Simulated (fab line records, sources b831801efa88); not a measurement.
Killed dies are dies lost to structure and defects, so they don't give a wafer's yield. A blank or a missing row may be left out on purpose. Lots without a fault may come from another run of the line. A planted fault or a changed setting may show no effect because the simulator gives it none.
fab line records | flow gf180mcu | part 2 of 2: steps 25 to 33 of 33
record lots=5 wafers=15 last_day=31
route steps=602 shown M5@537 V5@540 TOP_METAL@567
lots that met no fault: from a run of the same line without faults
start_h: hours from the record's first day to the start of the lot's first wafer shown | wait_h: hours since the lot's step before | " the same as in the row above | L1.1+2: a row that stands for several wafers | - no value, or no start given | * or withheld: withheld | < > ~ a bound
route shown NAME@n: a module of which the file shows steps, and the number in the route of the first | usual: mean/standard deviation of fault-free wafers | same: alike in all rows | chamber/n: place in a boat | sites: the reading at each site | _std_site: their standard deviation | _edge_site: outer sites' mean less inner sites' | radius_mm: how far each site lies from the wafer's centre | mask NAME#n: copy n | behind: the tool/chamber that last shaped the wafer | hold: why the lot was held/for how many hours/how that ended | device: the transistor (n, p or np) that didn't switch | end of line: the same wafers' tests at the end of the route | a step without rows: its recipe alone | killed: dies lost to structure and defects at the first sort, not the wafer's yield | map: a wafer's dies, x killed, . not, _ none there
set.NAME: the setting as run; set.NAME@STEP: as run at that earlier step | model.NAME: the simulator's own value behind a step, which no gauge read
lots at some steps of the route; a table a step, a row a wafer
services: from which hour (start_h, from the record's first day; less than 0 if before it) a tool's chamber was out of use, for how many hours, and why
## steps
# step GF_V5_SPUTTER_21
# recipe material=Ti target_thk_nm=15 chamber_pressure_pa=5 power_w=2500 substrate_temp_c=200 time_s=80.02
# usual substrate_temp_c=200.00/0.17 throttle_valve_pct=30.5/0.65
# columns lot.wafer tool chamber start_h wait_h substrate_temp_c throttle_valve_pct
L075.1 pvd_sputter-02 - 639.06 0.0 199.85 30.4
L075.2 " - " " 199.99 29.7
L075.5 " - " " 199.73 29.8
L078.1 pvd_sputter-04 - 657.83 0.0 199.75 31.1
L078.3 " - " " 199.94 30.9
L078.6 " - " " 199.79 30.8
L082.1 pvd_sputter-02 - 685.38 0.0 199.88 29.7
L082.3 " - " " 200.10 29.7
L082.6 " - " " 199.71 29.6
L083.3 pvd_sputter-02 - 697.39 0.0 199.77 29.6
L083.5 " - " " 199.79 29.9
L083.6 " - " " 199.81 30.6
L084.2 pvd_sputter-04 - 703.28 0.0 199.78 31.0
L084.5 " - " " 199.86 31.3
L084.6 " - " " 200.14 30.9
# step GF_V5_SPUTTER_22
# recipe material=TiN target_thk_nm=10 chamber_pressure_pa=5 power_w=4000 time_s=40
# usual throttle_valve_pct=30.5/0.64
# columns lot.wafer tool chamber start_h wait_h throttle_valve_pct
L075.1 pvd_sputter-02 - 639.12 0.0 30.5
L075.2 " - " " 29.9
L075.5 " - " " 29.6
L078.1 pvd_sputter-04 - 657.89 0.0 31.2
L078.3 " - " " 30.8
L078.6 " - " " 30.8
L082.1 pvd_sputter-02 - 685.44 0.0 29.6
L082.3 " - " " 30.0
L082.6 " - " " 29.8
L083.3 pvd_sputter-02 - 697.45 0.0 29.8
L083.5 " - " " 29.9
L083.6 " - " " 30.7
L084.2 pvd_sputter-04 - 703.34 0.0 31.0
L084.5 " - " " 31.5
L084.6 " - " " 31.0
# step GF_V5_CVD_23
# recipe material=W target_thk_nm=350 time_s=104.9 temp_c=400 pressure_torr=40
# usual heater_power_w=833/61
# columns lot.wafer tool chamber start_h wait_h heater_power_w
L075.1 cvd_w-02 0 639.16 0.0 760
L075.2 " 1 " " 860
L075.5 " 0 " " 766
L078.1 cvd_w-01 1 657.93 0.0 779
L078.3 " 0 " " 874
L078.6 " 1 " " 783
L082.1 cvd_w-02 0 685.48 0.0 760
L082.3 " 1 " " 907
L082.6 " 1 " " 893
L083.3 cvd_w-02 1 697.53 0.1 923
L083.5 " 1 " " 892
L083.6 " 0 " " 748
L084.2 cvd_w-01 0 703.38 0.0 886
L084.5 " 1 " " 800
L084.6 " 0 " " 852
# step GF_V5_RS_MEAS_24
# recipe thk_meas_gauge=four-point-probe reads=W_of_V5_CVD_23+TiN_of_V5_SPUTTER_22+Ti_of_V5_SPUTTER_21
# usual V5_W_RS=0.328/0.0038
# columns lot.wafer tool chamber start_h wait_h V5_W_RS[ohm/sq]
L075.1 film_metro-03 - 639.27 0.1 0.329
L075.2 " - " " 0.331
L075.5 " - " " 0.328
L078.1 film_metro-01 - 658.04 0.1 0.326
L078.3 " - " " 0.334
L078.6 " - " " 0.326
L082.1 film_metro-04 - 685.59 0.1 0.324
L082.3 " - " " 0.331
L082.6 " - " " 0.328
L083.3 film_metro-03 - 697.64 0.1 0.337
L083.5 " - " " 0.334
L083.6 " - " " 0.330
L084.2 film_metro-04 - 703.51 0.1 0.328
L084.5 " - " " 0.319
L084.6 " - " " 0.331
# step GF_V5_THK_MEAS_25
# recipe thk_meas_gauge=xrf reads=W_of_V5_CVD_23
# usual V5_W_THK=349/4.5
# columns lot.wafer tool chamber start_h wait_h V5_W_THK[nm]
L075.1 film_metro-03 - 639.39 0.1 349
L075.2 " - " " 346
L075.5 " - " " 351
L078.1 film_metro-01 - 658.16 0.1 353
L078.3 " - " " 344
L078.6 " - " " 352
L082.1 film_metro-04 - 685.71 0.1 351
L082.3 " - " " 343
L082.6 " - " " 346
L083.3 film_metro-03 - 697.74 0.1 340
L083.5 " - " " 343
L083.6 " - " " 347
L084.2 film_metro-04 - 703.62 0.1 346
L084.5 " - " " 357
L084.6 " - " " 345
# step GF_V5_CMP_26
# recipe stop_on=SiO2 down_force_psi=3.5 platen_rpm=60 t_overpolish_s=15 target_thk_nm=0 pad_velocity_m_s=0.94248
# usual edge_zone_pressure_frac=1.001/0.0054 head_pressure_psi=3.500/0.0072 motor_current_A=11.0/0.81 overpolish_run_s=15.001/0.0088 slurry_flow_ml_min=150.0/0.44 time_to_endpoint_s=83/5.9
# columns lot.wafer tool chamber start_h wait_h edge_zone_pressure_frac head_pressure_psi motor_current_A overpolish_run_s slurry_flow_ml_min time_to_endpoint_s
L075.2 cmp-01 3 639.45 0.0 0.996 3.499 9.2 15.005 149.8 79
L075.1 " 1 " " 1.009 3.493 11.3 15.011 149.9 77
L075.5 " 3 " " 0.993 3.495 9.8 14.987 150.0 82
L078.1 cmp-02 2 658.32 0.1 1.011 3.499 11.0 14.983 149.7 80
L078.3 " 3 " " 1.004 3.495 11.1 15.014 150.4 83
L078.6 " 0 " " 0.996 3.502 11.2 14.995 149.9 81
L082.1 cmp-02 1 685.82 0.1 0.993 3.498 11.0 15.005 150.2 78
L082.3 " 2 " " 1.000 3.506 11.3 15.001 150.4 80
L082.6 " 1 " " 0.995 3.505 11.8 14.999 149.7 76
L083.3 cmp-02 2 697.83 0.1 1.003 3.493 10.9 15.020 149.8 81
L083.6 " 1 " " 0.996 3.509 11.7 15.004 150.0 79
L083.5 " 2 " " 0.998 3.505 10.6 15.007 149.7 86
L084.2 cmp-01 2 703.82 0.2 0.997 3.493 11.1 14.996 150.6 94
L084.6 " 3 " " 1.000 3.501 9.0 15.009 150.0 79
L084.5 " 0 " " 1.011 3.502 11.6 14.991 150.3 88
# step GF_TOP_METAL_SPUTTER_00
# recipe material=Ti target_thk_nm=37.5 arriving_ion_energy_ev=80 substrate_temp_c=200 chamber_pressure_pa=2 power_w=4000 time_s=150
# usual substrate_temp_c=200.02/0.18 throttle_valve_pct=30.3/0.65
# columns lot.wafer tool chamber start_h wait_h substrate_temp_c throttle_valve_pct
L075.1 pvd_sputter-01 - 639.75 0.1 200.16 31.9
L075.2 " - " " 200.26 30.6
L075.5 " - " " 199.97 31.8
L078.1 pvd_sputter-02 - 658.52 0.1 199.87 30.6
L078.3 " - " " 200.11 29.8
L078.6 " - " " 199.86 30.4
L082.1 pvd_sputter-03 - 686.07 0.2 199.93 30.8
L082.3 " - " " 200.01 30.1
L082.6 " - " " 199.86 30.1
L083.3 pvd_sputter-03 - 698.08 0.2 200.65 30.9
L083.5 " - " " 200.18 30.0
L083.6 " - " " 199.81 29.7
L084.2 pvd_sputter-01 - 703.97 0.1 200.03 31.8
L084.5 " - " " 199.81 30.7
L084.6 " - " " 199.84 29.7
# step GF_TOP_METAL_SPUTTER_01
# recipe material=TiN target_thk_nm=30 power_w=6500 time_s=25 chamber_pressure_pa=0.4
# usual throttle_valve_pct=30.3/0.66
# columns lot.wafer tool chamber start_h wait_h throttle_valve_pct
L075.1 pvd_sputter-01 - 639.85 0.1 31.8
L075.2 " - " " 30.3
L075.5 " - " " 31.7
L078.1 pvd_sputter-02 - 658.62 0.1 30.8
L078.3 " - " " 29.6
L078.6 " - " " 30.6
L082.1 pvd_sputter-03 - 686.17 0.1 31.1
L082.3 " - " " 30.0
L082.6 " - " " 30.2
L083.3 pvd_sputter-03 - 698.18 0.1 31.2
L083.5 " - " " 30.2
L083.6 " - " " 30.0
L084.2 pvd_sputter-01 - 704.07 0.1 31.8
L084.5 " - " " 30.7
L084.6 " - " " 29.8
# step GF_TOP_METAL_SPUTTER_02
# recipe material=AlCu target_thk_nm=900 power_w=10600 chamber_pressure_pa=0.3 substrate_temp_c=250 gas=Ar time_s=47.82
# usual substrate_temp_c=249.99/0.19 throttle_valve_pct=30.3/0.67
# columns lot.wafer tool chamber start_h wait_h substrate_temp_c throttle_valve_pct
L075.1 pvd_sputter-01 - 639.88 0.0 250.10 31.9
L075.2 " - " " 250.20 30.3
L075.5 " - " " 249.82 31.9
L078.1 pvd_sputter-02 - 658.66 0.0 249.98 30.5
L078.3 " - " " 250.32 29.7
L078.6 " - " " 249.99 30.3
L082.1 pvd_sputter-03 - 686.21 0.0 250.09 31.0
L082.3 " - " " 250.32 30.3
L082.6 " - " " 250.25 30.0
L083.3 pvd_sputter-03 - 698.21 0.0 249.97 30.9
L083.5 " - " " 250.10 30.1
L083.6 " - " " 249.98 29.7
L084.2 pvd_sputter-01 - 704.10 0.0 249.93 31.9
L084.5 " - " " 249.98 30.5
L084.6 " - " " 249.72 29.8
## services
# columns tool chamber start_h hours kind
cvd_w-02 - 593.84 6.9 pm
cmp-01 - 599.53 5.1 repair
cmp-01 - 604.18 0.4 repair
pecvd-04 0 612.26 22.2 repair
pvd_sputter-02 - 612.46 3.1 repair
plasma_asher-02 - 612.92 2.3 repair
krf_scanner-01 - 625.52 0.8 repair
cmp-01 - 630.20 4.3 repair
rie_diel-04 - 639.27 2.8 pm
rie_diel-04 1 653.94 8.5 repair
pvd_sputter-03 - 654.61 0.5 repair
pecvd-02 - 655.21 2.8 pm
cmp-02 - 660.31 6.0 pm
plasma_asher-04 - 660.61 9.1 repair
krf_scanner-01 - 664.59 1.0 pm
pvd_sputter-04 - 666.03 2.3 repair
cmp-01 - 670.01 19.9 repair
pvd_sputter-01 - 670.12 3.8 repair
rie_diel-02 3 671.94 4.8 repair
cmp-02 - 678.19 0.5 repair
cmp-01 - 678.46 0.8 repair
plasma_asher-04 - 679.69 0.5 repair
krf_scanner-01 - 686.47 0.8 pm
cmp-02 - 703.38 1.0 repair
